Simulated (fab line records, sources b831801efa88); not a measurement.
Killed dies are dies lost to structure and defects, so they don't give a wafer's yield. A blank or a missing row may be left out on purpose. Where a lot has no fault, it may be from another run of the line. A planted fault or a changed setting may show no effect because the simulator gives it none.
A lot that was struck, set against a sound lot	flow sky130	14 out of 708 route steps
Sound: the wafers L314.2, L314.4, L314.6. Struck: wafers L303.1, L303.2, L303.5. The cause comes at the end.
For every step that has rows: the tool of each side, followed by ch and its chambers, followed by its first start. Under that, the readings that differ: sound wafers	struck wafers	difference of the means	sigmas: that difference in standard deviations of wafers without a fault.
alike: readings with means less than 2 such deviations apart, plus words and numbers identical on both sides. not compared: withheld readings, readings lacking a value on some wafer, bounds such as >300 that could conceal the same value, and numbers that have no deviation in the record and whose values overlap.
The two part at a step that has a row with sigmas, a row that says differs or no value, or rows on one side only. When numbers do not overlap yet have no deviation, they are printed without sigmas and do not part them. A reading missing from all wafers of one side parts the sides only when that side holds two or more wafers.

SKY_SD_N_RS_MEAS_18: a four-point-probe measurement.
  sound: filmMetro-03 at day 34 20:25; struck: filmMetro-02 at day 30 15:28
  alike: RES_XHIGH_RS
then, 2 steps without rows for these wafers: SKY_SALICIDE_CLEAN_00 (cleans in HF-last, time 30 s); SKY_LI_CONTACT_HDPCVD_00 (deposits PSG, target thk 930 nm, time 155 s).
SKY_LI_CONTACT_THK_MEAS_01:
  sound: filmMetro-02 at day 34 20:39; struck: filmMetro-03 at day 30 15:43
  alike: LI_CONTACT_HDPCVD_THK
SKY_LI_CONTACT_CMP_02: polishes PSG.
  sound on cmp-01 ch 0,1,3, day 34 20:45; struck on cmp-02 ch 1,2,3, day 30 19:16
reading	sound	struck	difference	sigmas
motorCurrentA (A)	12.7 13.1 15.0	9.7 10.8 10.1	-3.4	-2
  alike: edgeZonePressureFrac, retainingRingPressureFrac, slurryFilterDpKPa, timeToEndpointS
SKY_LI_CONTACT_BOW_MEAS_03:
  sound: filmMetro-02 at day 34 21:01; struck: filmMetro-03 at day 30 19:34
  alike: LI_CONTACT_BOW
then, 6 steps without rows for these wafers: SKY_LI_CONTACT_DEHYDRATE_04 (time 60 s); SKY_LI_CONTACT_HMDS_05 (prime time 60 s); SKY_LI_CONTACT_COAT_06 (resist thk 60 nm); SKY_LI_CONTACT_COAT_07 (resist thk 450 nm); SKY_LI_CONTACT_SOFTBAKE_08 (time 90 s); SKY_LI_CONTACT_EXPOSE_09 (exposes mask LICM1, target cd 170 nm).
SKY_LI_CONTACT_PEB_10:
  sound on lithoTrack-03 ch 0, day 35 22:00; struck on lithoTrack-02, day 31 22:00
reading	sound	struck	difference	sigmas
exhaustPa (Pa)	44.9 45.7 44.5	- - -	no value on the struck wafers	
  not compared: chillPlateTempC
then, 1 step without rows for these wafers: SKY_LI_CONTACT_DEVELOP_11 (develop time 60 s).

== WHERE THEY PART ==
At SKY_LI_CONTACT_CMP_02 first; at SKY_LI_CONTACT_PEB_10 last (within this record only).

WHY: the cause the simulator had injected
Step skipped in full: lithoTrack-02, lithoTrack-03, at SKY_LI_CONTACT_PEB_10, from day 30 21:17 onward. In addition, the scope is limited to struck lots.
